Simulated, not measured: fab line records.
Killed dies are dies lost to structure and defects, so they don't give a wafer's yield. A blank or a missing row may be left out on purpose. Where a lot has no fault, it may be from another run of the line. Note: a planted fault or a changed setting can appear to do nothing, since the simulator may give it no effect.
fab line records | flow sky130
record: lots: 11 wafers: 33 last_day: 50
route steps=708 shown VIA1@480 METAL2@484 VIA2@519 PAD_OPEN@708
lots that met no fault: from a run of the same line without faults
start_h: start of the lot's first displayed wafer, in hours after the record's first day | wait_h: hours from the lot's prior step to this one | " as in the row above | L1.1+2: several wafers, shown together as one row | - either no value or no given start | * or withheld: withheld | < > ~ a bound
route shown NAME@n: a module of which the file shows steps, and the number in the route of the first | usual: the fault-free wafers' mean and standard deviation | same: alike in all rows | chamber/n: place in a boat | sites: the reading at each site | _std_site: the values' standard deviation | _edge_site: outer sites' mean less inner sites' | radius_mm: how far each site lies from the wafer's centre | mask NAME#n: copy n | behind: the most recent tool/chamber to have shaped the wafer | hold: cause of the lot's hold/its duration in hours/its outcome | device: the n, p or np transistor that did not switch | end of line: the tests these same wafers got at the end of their route | where a step has no rows: the recipe by itself | killed: dies lost to structure and defects at the first sort, not the wafer's yield | map: the dies of a wafer, with x for killed, . for not killed, _ for no die there
set.NAME: the setting the step ran with; set.NAME@STEP: the setting that earlier step ran with | model.NAME: the simulator's own value behind a step, which no gauge read
route steps across a sampled set of lots; one table per step, one row per wafer
services: when a tool's chamber went out of use (start_h, in hours from the record's first day, below 0 if earlier), for how many hours, and the reason
== steps ==
step: SKY_VIA1_RS_MEAS_22
recipe: thk_meas_gauge: four-point-probe reads: W_of_VIA1_CVD_21+TiN_of_VIA1_SPUTTER_20
usual: VIA1_W_RS: 0.429/0.007
columns lot.wafer tool chamber start_h wait_h VIA1_W_RS[ohm/sq]
L945.1 film_metro-01 - 800.38 0.1 0.430
L945.2 " - " " 0.429
L945.3 " - " " 0.432
L947.2 film_metro-01 - 814.55 0.1 0.430
L947.4 " - " " 0.433
L947.5 " - " " 0.435
L951.1 film_metro-01 - 849.83 0.1 0.425
L951.2 " - " " 0.436
L951.3 " - " " 0.438
L952.1 film_metro-04 - 852.60 0.1 0.436
L952.3 " - " " 0.439
L952.4 " - " " 0.418
L953.1 film_metro-01 - 872.37 0.1 0.431
L953.2 " - " " 0.438
L953.4 " - " " 0.433
L957.2 film_metro-03 - 890.82 0.1 0.428
L957.4 " - " " 0.414
L957.5 " - " " 0.428
L959.1 film_metro-03 - 906.42 0.1 0.434
L959.5 " - " " 0.432
L959.6 " - " " 0.434
L960.1 film_metro-01 - 915.75 0.1 0.430
L960.5 " - " " 0.433
L960.6 " - " " 0.424
L962.1 film_metro-04 - 941.39 0.1 0.415
L962.2 " - " " 0.433
L962.4 " - " " 0.430
L964.1 film_metro-03 - 942.99 0.1 0.415
L964.5 " - " " 0.416
L964.6 " - " " 0.426
L965.1 film_metro-03 - 952.34 0.1 0.428
L965.2 " - " " 0.416
L965.6 " - " " 0.413
step: SKY_METAL2_SPUTTER_01
recipe: material: TiN target_thk_nm: 20 power_w: 6500 time_s: 16.7 chamber_pressure_pa: 0.4
usual: throttle_valve_pct: 29.9/1.2
columns lot.wafer tool chamber start_h wait_h throttle_valve_pct
L945.1 pvd_sputter-02 - 800.88 0.0 29.1
L945.2 " - " " 30.1
L945.3 " - " " 31.5
L947.2 pvd_sputter-02 - 815.03 0.0 30.1
L947.4 " - " " 29.3
L947.5 " - " " 29.8
L951.1 pvd_sputter-02 - 850.33 0.0 27.3
L951.2 " - " " 31.4
L951.3 " - " " 29.9
L952.1 pvd_sputter-03 - 853.10 0.0 30.0
L952.3 " - " " 30.2
L952.4 " - " " 28.5
L953.1 pvd_sputter-04 - 872.87 0.0 29.9
L953.2 " - " " 30.1
L953.4 " - " " 30.4
L957.2 pvd_sputter-04 - 891.30 0.0 30.5
L957.4 " - " " 30.5
L957.5 " - " " 30.5
L959.1 pvd_sputter-03 - 907.01 0.0 28.4
L959.5 " - " " 31.4
L959.6 " - " " 30.2
L960.1 pvd_sputter-04 - 916.25 0.0 30.4
L960.5 " - " " 30.5
L960.6 " - " " 29.7
L962.1 pvd_sputter-02 - 941.90 0.0 27.3
L962.2 " - " " 30.1
L962.4 " - " " 31.4
L964.1 pvd_sputter-02 - 943.50 0.0 26.9
L964.5 " - " " 27.1
L964.6 " - " " 29.2
L965.1 pvd_sputter-04 - 952.89 0.0 30.6
L965.2 " - " " 28.7
L965.6 " - " " 29.8
step: SKY_METAL2_ETCH_18
recipe: chemistry: N2/H2 target: BARC ion_energy_ev: 200 bias_w: 100 pressure_mtorr: 30 n2_flow_sccm: 100 h2_flow_sccm: 200 icp_w: 500 stop_on: SiO2 time_s: 45.9 target_depth_a: 600
usual: drypump_motor_current_A: 5.5/0.43 oes_product_au: 0.856/0.0048 throttle_valve_pct: 13.225/0.0094
columns lot.wafer tool chamber start_h wait_h drypump_motor_current_A oes_product_au rf_hours_counter_h throttle_valve_pct
L945.1 rie_metal-03 0 827.89 0.0 4.9 0.857 1 13.223
L945.2 " 1 " " 5.8 0.860 12 13.233
L945.3 " 0 " " 4.9 0.847 - 13.220
L947.2 rie_metal-02 0 842.39 0.0 5.0 0.857 16 13.225
L947.4 " 0 " " 5.0 0.861 - 13.224
L947.5 " 1 " " 5.8 0.863 - 13.229
L951.1 rie_metal-01 0 877.14 0.0 5.1 0.851 3 13.243
L951.2 " 1 " " 6.0 0.848 4 13.219
L951.3 " 1 " " 5.9 0.854 - 13.230
L952.1 rie_metal-01 0 880.38 0.0 5.1 0.848 3 13.236
L952.3 " 1 " " 5.9 0.857 - 13.212
L952.4 " 0 " " 5.1 0.853 - 13.229
L953.1 rie_metal-03 0 899.34 0.0 5.0 0.853 4 13.240
L953.2 " 1 " " 5.8 0.854 15 13.216
L953.4 " 1 " " 5.8 0.851 - 13.236
L957.2 rie_metal-03 0 917.39 0.0 4.9 0.855 5 13.227
L957.4 " 1 " " 5.9 0.862 - 13.203
L957.5 " 0 " " 4.9 0.855 - 13.232
L959.1 rie_metal-03 1 932.59 0.0 5.9 0.858 16 13.220
L959.5 " 1 " " 5.9 0.862 - 13.218
L959.6 " 0 " " 4.9 0.857 - 13.237
L960.1 rie_metal-02 1 941.84 0.0 5.8 0.868 4 13.224
L960.5 " 0 " " 5.0 0.856 - 13.233
L960.6 " 1 " " 5.8 0.859 - 13.228
L962.1 rie_metal-02 1 966.94 0.0 5.8 0.851 5 13.206
L962.2 " 0 " " 5.0 0.862 3 13.221
L962.4 " 1 " " 5.8 0.854 - 13.235
L964.1 rie_metal-01 0 968.79 0.0 5.1 0.847 9 13.231
L964.5 " 1 " " 5.9 0.850 - 13.238
L964.6 " 0 " " 5.1 0.853 - 13.224
L965.1 rie_metal-02 0 977.29 0.0 5.0 0.855 4 13.223
L965.2 " 1 " " 5.8 0.858 6 13.237
L965.6 " 0 " " 5.0 0.864 - 13.221
step: SKY_METAL2_STRIP_20
recipe: chemistry: O2/N2 power_w: 1400 pressure_mtorr: 1500 platen_temp_c: withheld o2_flow_sccm: 3000 n2_flow_sccm: 300 overash_fraction: 0.5
usual: drypump_motor_current_A: 6.11/0.22 oes_product_au: 0.343/0.0053 strip_time_to_endpoint_s: 2.69/0.04
same: overash_fraction: 0.5
columns lot.wafer tool chamber start_h wait_h drypump_motor_current_A oes_product_au rf_hours_counter_h strip_time_to_endpoint_s
L945.1 plasma_asher-01 0 828.04 0.1 6.18 0.342 97 2.65
L945.2 " 1 " " 5.92 0.347 97 2.72
L945.3 " 0 " " 6.17 0.338 - 2.67
L947.2 plasma_asher-03 1 842.54 0.1 6.51 0.347 10 2.73
L947.4 " 1 " " 6.49 0.341 - 2.72
L947.5 " 1 " " 6.53 0.347 - 2.76
L951.1 plasma_asher-03 1 877.29 0.1 6.48 0.342 13 2.68
L951.2 " 0 " " 5.79 0.347 13 2.73
L951.3 " 1 " " 6.50 0.338 - 2.74
L952.1 plasma_asher-01 0 880.53 0.1 6.17 0.347 103 2.65
L952.3 " 1 " " 5.90 0.337 - 2.69
L952.4 " 0 " " 6.16 0.337 - 2.68
L953.1 plasma_asher-04 1 899.49 0.1 6.25 0.333 47 2.63
L953.2 " 0 " " 6.06 0.346 47 2.69
L953.4 " 0 " " 6.13 0.345 - 2.69
L957.2 plasma_asher-04 1 917.54 0.1 6.23 0.338 48 2.66
L957.4 " 0 " " 6.07 0.343 - 2.69
L957.5 " 0 " " 6.07 0.339 - 2.70
L959.1 plasma_asher-03 1 932.74 0.1 6.53 0.335 19 2.64
L959.5 " 1 " " 6.52 0.341 - 2.66
L959.6 " 0 " " 5.81 0.340 - 2.60
L960.1 plasma_asher-01 0 941.99 0.1 6.19 0.345 109 2.75
L960.5 " 1 " " 5.92 0.341 - 2.66
L960.6 " 0 " " 6.18 0.349 - 2.78
L962.1 plasma_asher-04 0 967.09 0.1 6.03 0.354 53 2.76
L962.2 " 1 " " 6.24 0.330 53 2.42
L962.4 " 0 " " 6.08 0.345 - 2.77
L964.1 plasma_asher-04 1 968.94 0.1 6.23 0.343 53 2.68
L964.5 " 0 " " 6.03 0.339 - 2.70
L964.6 " 1 " " 6.23 0.340 - 2.69
L965.1 plasma_asher-01 0 977.44 0.1 6.18 0.344 112 2.74
L965.2 " 1 " " 5.90 0.332 112 2.44
L965.6 " 0 " " 6.17 0.326 - 2.44
step: SKY_VIA2_CD_MEAS_12
recipe: target_cd_nm: 200
usual: cd_nm: 200.1/1.3
columns lot.wafer tool chamber start_h wait_h cd_nm
L945.1 cd_sem-02 - 855.61 - 201.0
L945.2 " - " " 199.9
L945.3 " - " " 201.2
L947.2 cd_sem-02 - 870.13 - 199.9
L947.4 " - " " 198.2
L947.5 " - " " 200.3
L951.1 cd_sem-01 - 904.66 - 198.6
L951.2 " - " " 200.4
L951.3 " - " " 198.4
L952.1 cd_sem-02 - 907.41 - 201.3
L952.3 " - " " 200.7
L952.4 " - " " 202.4
L953.1 cd_sem-02 - 926.30 - 198.9
L953.2 " - " " 198.2
L953.4 " - " " 198.2
L957.2 cd_sem-02 - 944.07 - 200.7
L957.4 " - " " 200.9
L957.5 " - " " 201.0
L959.1 cd_sem-02 - 958.80 - 199.6
L959.5 " - " " 198.4
L959.6 " - " " 199.0
L960.1 cd_sem-01 - 967.50 - 199.8
L960.5 " - " " 199.6
L960.6 " - " " 199.3
L962.1 cd_sem-01 - 993.39 - 198.5
L962.2 " - " " 200.4
L962.4 " - " " 199.5
L964.1 cd_sem-02 - 994.41 - 201.5
L964.5 " - " " 201.8
L964.6 " - " " 202.3
L965.1 cd_sem-02 - 1002.21 - 198.2
L965.2 " - " " 200.5
L965.6 " - " " 197.5
step: SKY_PAD_OPEN_PROBE_99
usual: defect_limited_yield: 82.5/1.6 killed_at_M0_to_M3: 43/6.6 killed_at_M4_up: 3.4/1.8 killed_at_contacts: 24/5.7 killed_at_front_end: 15/4.2 killed_at_other: 0.3/0.58 killed_dies: 86/8 killed_open: 46/7.2 killed_short: 39/5.8 sort_bin_3_pad_short: 0.9/0.41 sort_bin_5_function: 10.3/1.2 sort_bin_6_memory: 6.3/1.1 sort_n_pass: 406/8 sort_yield_pct: 82.5/1.6
same: gross_dies: 492 killed_at_back_side: 0 sort_bin_4_leakage[%]: 0 sort_bin_8_speed[%]: 0
columns lot.wafer tool chamber start_h wait_h defect_limited_yield[%] killed_at_M0_to_M3 killed_at_M4_up killed_at_contacts killed_at_front_end killed_at_other killed_dies killed_open killed_short sort_bin_3_pad_short[%] sort_bin_5_function[%] sort_bin_6_memory[%] sort_n_pass sort_yield_pct[%]
L945.1 prober-01 - 1082.98 0.1 84.1 36 3 22 16 1 78 38 40 1.2 10.2 4.5 414 84.1
L945.2 prober-01 - 1083.03 0.1 81.5 47 5 24 15 0 91 44 47 0.8 11.0 6.7 401 81.5
L945.3 prober-01 - 1083.08 0.2 82.9 30 5 37 12 0 84 52 32 0.8 11.8 4.5 408 82.9
L947.2 prober-01 - 1094.76 0.1 83.5 38 0 20 23 0 81 51 30 0.6 9.1 6.7 411 83.5
L947.4 prober-01 - 1094.86 0.2 81.3 49 2 24 16 1 92 55 36 0.6 10.2 7.9 400 81.3
L947.5 prober-01 - 1094.91 0.2 78.5 53 7 29 16 1 106 52 53 1.6 11.6 8.3 386 78.5
L951.1 prober-02 - 1122.28 0.1 83.3 28 4 27 23 0 82 37 45 0.6 9.6 6.5 410 83.3
L951.2 prober-02 - 1122.33 0.1 81.9 50 0 18 21 0 89 48 41 1.2 11.0 5.9 403 81.9
L951.3 prober-02 - 1122.38 0.2 81.3 46 4 17 25 0 92 53 37 1.6 10.2 6.9 400 81.3
L952.1 prober-02 - 1124.88 0.1 80.9 46 1 33 14 0 94 63 31 1.2 11.0 6.9 398 80.9
L952.3 prober-02 - 1124.98 0.2 82.3 41 4 29 13 0 87 51 36 0.6 10.8 6.3 405 82.3
L952.4 prober-02 - 1125.03 0.2 80.3 55 2 26 14 0 97 51 46 1.6 12.4 5.7 395 80.3
L953.1 prober-01 - 1141.56 0.1 80.5 51 5 19 21 0 96 66 30 1.0 12.2 6.3 396 80.5
L953.2 prober-01 - 1141.61 0.1 83.1 47 1 18 17 0 83 43 40 0.2 10.0 6.7 409 83.1
L953.4 prober-01 - 1141.71 0.2 81.3 53 5 21 13 0 92 58 34 0.4 10.4 7.9 400 81.3
L957.2 prober-02 - 1156.42 0.1 85.8 33 8 16 13 0 70 25 45 1.2 7.9 5.1 422 85.8
L957.4 prober-02 - 1156.52 0.2 84.3 37 3 22 15 0 77 38 39 1.2 9.6 4.9 415 84.3
L957.5 prober-02 - 1156.57 0.2 80.7 51 2 30 12 0 95 59 36 1.4 11.0 6.9 397 80.7
L959.1 prober-02 - 1164.43 0.1 81.9 44 4 28 13 0 89 53 36 0.2 11.2 6.7 403 81.9
L959.5 prober-02 - 1164.63 0.2 82.9 46 2 25 10 1 84 37 47 1.0 9.3 6.7 408 82.9
L959.6 prober-02 - 1164.68 0.2 82.7 47 1 29 8 0 85 46 39 0.6 8.7 7.9 407 82.7
L960.1 prober-01 - 1172.62 0.1 83.1 43 4 23 13 0 83 42 41 0.8 12.0 4.1 409 83.1
L960.5 prober-01 - 1172.82 0.2 79.3 48 3 34 17 0 102 60 42 0.8 13.6 6.3 390 79.3
L960.6 prober-01 - 1172.87 0.2 81.3 41 7 29 15 0 92 47 45 1.0 10.8 6.9 400 81.3
L962.1 prober-02 - 1190.46 0.1 82.1 54 3 9 22 0 88 38 49 1.4 10.2 6.3 404 82.1
L962.2 prober-02 - 1190.51 0.1 84.6 40 3 25 8 0 76 41 34 0.6 9.3 5.5 416 84.6
L962.4 prober-02 - 1190.61 0.2 79.3 59 4 23 16 0 102 52 50 1.0 11.4 8.3 390 79.3
L964.1 prober-01 - 1192.03 0.1 81.7 43 5 31 10 1 90 45 45 1.6 10.2 6.5 402 81.7
L964.5 prober-01 - 1192.23 0.2 82.7 49 7 16 13 0 85 45 40 1.0 9.1 7.1 407 82.7
L964.6 prober-01 - 1192.28 0.2 84.8 33 3 22 17 0 75 39 36 0.4 11.0 3.9 417 84.8
L965.1 prober-02 - 1197.44 0.1 82.5 41 7 27 11 0 86 45 39 0.6 9.8 7.1 406 82.5
L965.2 prober-02 - 1197.49 0.1 83.1 30 3 28 22 0 83 38 44 1.0 10.4 5.5 409 83.1
L965.6 prober-02 - 1197.69 0.2 81.7 48 3 21 18 0 90 43 47 1.0 11.4 5.9 402 81.7
killed by level:class
L945.1 CONTACT:geometric_particle:open=8 FIELD_ISO:geometric_particle:short=6 VIA2:geometric_particle:open=6 LI_CONTACT:geometric_particle:open=5 VIA3:geometric_particle:short=5 METAL1:geometric_particle:short=5 VIA1:geometric_particle:open=5 FIELD_ISO:geometric_particle:open=4
L945.2 CONTACT:geometric_particle:open=11 VIA1:geometric_particle:open=8 METAL1:geometric_particle:short=8 CONTACT:geometric_particle:short=7 VIA2:geometric_particle:open=7 VIA3:geometric_particle:open=7 FIELD_ISO:geometric_particle:short=5 VIA3:geometric_particle:short=5
L945.3 CONTACT:geometric_particle:open=14 LI_CONTACT:geometric_particle:open=9 VIA3:geometric_particle:open=6 LI_CONTACT:geometric_particle:short=6 CONTACT:geometric_particle:short=6 VIA1:geometric_particle:open=5 FIELD_ISO:geometric_particle:open=4 POLY_GATE:geometric_particle:open=4
L947.2 VIA2:geometric_particle:open=10 VIA1:geometric_particle:open=8 CONTACT:geometric_particle:open=7 FIELD_ISO:geometric_particle:open=6 LI_CONTACT:geometric_particle:open=6 FIELD_ISO:geometric_particle:short=5 METAL2:geometric_particle:short=5 VIA3:geometric_particle:open=5
L947.4 VIA1:geometric_particle:open=11 LI_CONTACT:geometric_particle:open=9 CONTACT:geometric_particle:open=7 VIA2:geometric_particle:open=7 VIA3:geometric_particle:open=7 FIELD_ISO:geometric_particle:open=5 METAL1:geometric_particle:short=5 VIA1:geometric_particle:short=5
L947.5 VIA2:geometric_particle:open=11 LI_CONTACT:geometric_particle:open=10 VIA1:geometric_particle:open=10 METAL1:geometric_particle:short=9 VIA1:geometric_particle:short=7 LOCAL_INTERCONNECT:geometric_particle:short=6 LI_CONTACT:geometric_particle:short=5 CONTACT:geometric_particle:open=5
L951.1 METAL2:geometric_particle:short=8 CONTACT:geometric_particle:open=8 FIELD_ISO:geometric_particle:short=7 POLY_GATE:geometric_particle:short=6 LI_CONTACT:geometric_particle:open=6 VIA2:geometric_particle:open=6 LOCAL_INTERCONNECT:geometric_particle:short=5 VIA1:geometric_particle:open=5
L951.2 VIA1:geometric_particle:open=8 VIA3:geometric_particle:open=8 METAL2:geometric_particle:short=7 FIELD_ISO:geometric_particle:short=6 POLY_GATE:geometric_particle:open=6 CONTACT:geometric_particle:open=6 LI_CONTACT:geometric_particle:open=5 METAL1:geometric_particle:short=5
L951.3 CONTACT:geometric_particle:open=9 VIA3:geometric_particle:open=8 VIA1:geometric_particle:open=8 FIELD_ISO:geometric_particle:open=7 POLY_GATE:geometric_particle:short=7 METAL2:geometric_particle:short=6 VIA1:geometric_particle:short=6 VIA2:geometric_particle:open=6
L952.1 LI_CONTACT:geometric_particle:open=13 VIA1:geometric_particle:open=13 CONTACT:geometric_particle:open=10 VIA2:geometric_particle:open=9 VIA3:geometric_particle:open=6 LI_CONTACT:geometric_particle:short=5 VIA2:geometric_particle:short=5 FIELD_ISO:geometric_particle:open=4
L952.3 VIA2:geometric_particle:open=11 CONTACT:geometric_particle:open=11 VIA1:geometric_particle:open=8 LI_CONTACT:geometric_particle:open=6 METAL1:geometric_particle:short=6 LI_CONTACT:geometric_particle:short=5 FIELD_ISO:geometric_particle:open=4 VIA3:geometric_particle:open=4
L952.4 VIA1:geometric_particle:open=13 METAL2:geometric_particle:short=10 LI_CONTACT:geometric_particle:open=7 METAL1:geometric_particle:short=6 VIA1:geometric_particle:short=6 VIA3:geometric_particle:open=6 POLY_GATE:geometric_particle:open=5 LI_CONTACT:geometric_particle:short=5
L953.1 VIA1:geometric_particle:open=20 CONTACT:geometric_particle:open=11 VIA3:geometric_particle:open=8 VIA2:geometric_particle:open=7 FIELD_ISO:geometric_particle:open=4 FIELD_ISO:geometric_particle:short=4 POLY_GATE:geometric_particle:short=4 POLY_GATE:geometric_particle:open=4
L953.2 VIA1:geometric_particle:open=9 VIA2:geometric_particle:open=8 POLY_GATE:geometric_particle:open=6 CONTACT:geometric_particle:open=6 VIA1:geometric_particle:short=6 VIA2:geometric_particle:short=6 METAL2:geometric_particle:short=5 FIELD_ISO:geometric_particle:open=4
L953.4 VIA1:geometric_particle:open=15 VIA3:geometric_particle:open=11 LI_CONTACT:geometric_particle:open=7 VIA1:geometric_particle:short=6 VIA2:geometric_particle:open=6 CONTACT:geometric_particle:open=5 POLY_GATE:geometric_particle:short=4 CONTACT:geometric_particle:short=4
L957.2 FIELD_ISO:geometric_particle:short=7 VIA1:geometric_particle:open=7 METAL4:geometric_particle:short=5 VIA3:geometric_particle:open=5 LI_CONTACT:geometric_particle:short=4 CONTACT:geometric_particle:short=4 METAL1:geometric_particle:short=4 METAL2:geometric_particle:short=4
L957.4 VIA1:geometric_particle:open=10 CONTACT:geometric_particle:short=6 FIELD_ISO:geometric_particle:short=5 CONTACT:geometric_particle:open=5 VIA2:geometric_particle:short=5 VIA2:geometric_particle:open=5 LI_CONTACT:geometric_particle:open=4 LOCAL_INTERCONNECT:geometric_particle:short=4
L957.5 VIA3:geometric_particle:open=10 CONTACT:geometric_particle:open=10 VIA1:geometric_particle:open=10 VIA2:geometric_particle:open=8 LI_CONTACT:geometric_particle:open=7 VIA1:geometric_particle:short=6 METAL1:geometric_particle:short=5 CONTACT:geometric_particle:short=5
L959.1 VIA1:geometric_particle:open=15 CONTACT:geometric_particle:open=10 LI_CONTACT:geometric_particle:open=8 FIELD_ISO:geometric_particle:open=6 VIA1:geometric_particle:short=6 LOCAL_INTERCONNECT:geometric_particle:short=5 METAL3:geometric_particle:short=5 VIA2:geometric_particle:open=5
L959.5 VIA1:geometric_particle:short=11 VIA1:geometric_particle:open=11 LOCAL_INTERCONNECT:geometric_particle:short=8 CONTACT:geometric_particle:open=5 CONTACT:geometric_particle:short=5 METAL2:geometric_particle:short=5 VIA2:geometric_particle:open=5 VIA3:geometric_particle:open=5
L959.6 CONTACT:geometric_particle:open=13 CONTACT:geometric_particle:short=9 VIA3:geometric_particle:open=9 VIA1:geometric_particle:open=8 VIA2:geometric_particle:open=7 METAL2:geometric_particle:short=7 VIA2:geometric_particle:short=6 LOCAL_INTERCONNECT:geometric_particle:short=5
L960.1 VIA1:geometric_particle:open=12 LI_CONTACT:geometric_particle:open=8 VIA2:geometric_particle:open=8 LOCAL_INTERCONNECT:geometric_particle:short=7 VIA1:geometric_particle:short=7 FIELD_ISO:geometric_particle:short=5 METAL1:geometric_particle:short=5 CONTACT:geometric_particle:open=4
L960.5 CONTACT:geometric_particle:open=16 VIA1:geometric_particle:open=15 LI_CONTACT:geometric_particle:open=9 VIA1:geometric_particle:short=7 VIA2:geometric_particle:open=7 FIELD_ISO:geometric_particle:short=6 VIA3:geometric_particle:open=6 LOCAL_INTERCONNECT:geometric_particle:short=4
L960.6 LI_CONTACT:geometric_particle:open=10 LOCAL_INTERCONNECT:geometric_particle:short=6 VIA1:geometric_particle:open=6 METAL1:geometric_particle:short=6 VIA3:geometric_particle:open=6 CONTACT:geometric_particle:short=5 CONTACT:geometric_particle:open=5 METAL2:geometric_particle:short=5
L962.1 VIA1:geometric_particle:open=11 METAL1:geometric_particle:short=8 POLY_GATE:geometric_particle:short=7 VIA2:geometric_particle:open=7 METAL3:geometric_particle:short=6 VIA1:geometric_particle:short=6 POLY_GATE:geometric_particle:open=4 VIA3:geometric_particle:short=4
L962.2 LI_CONTACT:geometric_particle:open=8 CONTACT:geometric_particle:open=7 VIA1:geometric_particle:open=6 VIA2:geometric_particle:open=6 METAL3:geometric_particle:short=6 CONTACT:geometric_particle:short=5 VIA3:geometric_particle:open=4 METAL1:geometric_particle:short=3
L962.4 VIA1:geometric_particle:open=11 VIA2:geometric_particle:open=11 VIA3:geometric_particle:open=9 CONTACT:geometric_particle:open=8 FIELD_ISO:geometric_particle:short=7 METAL2:geometric_particle:short=7 METAL1:geometric_particle:short=6 LI_CONTACT:geometric_particle:open=6
L964.1 LI_CONTACT:geometric_particle:open=10 VIA1:geometric_particle:open=10 FIELD_ISO:geometric_particle:short=7 METAL2:geometric_particle:short=7 VIA3:geometric_particle:open=7 CONTACT:geometric_particle:short=6 CONTACT:geometric_particle:open=6 METAL1:geometric_particle:short=5
L964.5 VIA1:geometric_particle:open=15 VIA3:geometric_particle:open=8 POLY_GATE:geometric_particle:short=5 LI_CONTACT:geometric_particle:open=4 METAL4:geometric_particle:short=4 METAL1:geometric_particle:short=4 CONTACT:geometric_particle:open=4 VIA1:geometric_particle:short=4
L964.6 LI_CONTACT:geometric_particle:open=9 CONTACT:geometric_particle:open=8 FIELD_ISO:geometric_particle:short=6 VIA3:geometric_particle:open=6 VIA1:geometric_particle:short=5 VIA1:geometric_particle:open=5 VIA2:geometric_particle:open=4 SPACER:geometric_particle:short=4
L965.1 CONTACT:geometric_particle:short=10 VIA2:geometric_particle:open=9 CONTACT:geometric_particle:open=8 VIA1:geometric_particle:open=8 METAL2:geometric_particle:short=6 LOCAL_INTERCONNECT:geometric_particle:short=5 METAL1:geometric_particle:short=5 METAL4:geometric_particle:short=4
L965.2 CONTACT:geometric_particle:open=13 FIELD_ISO:geometric_particle:open=6 POLY_GATE:geometric_particle:short=6 METAL2:geometric_particle:short=5 CONTACT:geometric_particle:short=5 FIELD_ISO:geometric_particle:short=4 VIA1:geometric_particle:short=4 LOCAL_INTERCONNECT:geometric_particle:short=4
L965.6 VIA1:geometric_particle:open=12 FIELD_ISO:geometric_particle:short=7 VIA1:geometric_particle:short=7 CONTACT:geometric_particle:open=7 VIA2:geometric_particle:open=7 VIA3:geometric_particle:open=7 POLY_GATE:geometric_particle:short=5 METAL2:geometric_particle:short=5
== services ==
columns tool chamber start_h hours kind
rie_metal-01 0 786.27 - clean
rie_metal-01 0 786.27 17.7 scheduled_down
rie_metal-01 0 786.27 17.7 vent_cycle
rie_metal-03 - 813.42 2.8 pm
rie_metal-03 - 816.56 0.7 repair
plasma_asher-04 - 846.72 2.0 repair
rie_metal-02 1 858.24 - clean
rie_metal-02 1 858.24 14.6 scheduled_down
rie_metal-02 1 858.24 14.6 vent_cycle
plasma_asher-04 - 867.82 10.3 repair
rie_metal-02 0 890.15 - clean
rie_metal-02 0 890.15 17.9 scheduled_down
rie_metal-02 0 890.15 17.9 vent_cycle
plasma_asher-04 - 914.48 2.8 pm
pvd_sputter-04 - 927.69 6.7 repair
pvd_sputter-04 - 950.27 2.5 repair
pvd_sputter-04 - 960.25 0.5 repair
plasma_asher-01 - 967.37 3.0 repair
pvd_sputter-03 2 976.23 - consumable_replace:kit
pvd_sputter-03 2 976.23 18.0 scheduled_down
pvd_sputter-03 2 976.23 18.0 vent_cycle
== key ==
first_sign: step: SKY_METAL2_STRIP_20 reading: strip_time_to_endpoint_s direction: down sigmas: 6.4 usual: * struck: *
effect none on later readings
met_at SKY_METAL2_ETCH_18
struck_lots L962,L965
struck_wafers L962.2,L965.2,L965.6
not_acting_at SKY_VIA1_RS_MEAS_22,SKY_METAL2_SPUTTER_01,SKY_VIA2_CD_MEAS_12
onset_between 941.84 966.94
fault: kind: process_parameter_drift tool: rie_metal-02 chamber: - onset_h: 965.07 steps: SKY_METAL2_ETCH_18 channel: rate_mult offset: 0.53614 shape: step end_h: 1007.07 scope: struck_wafers_only
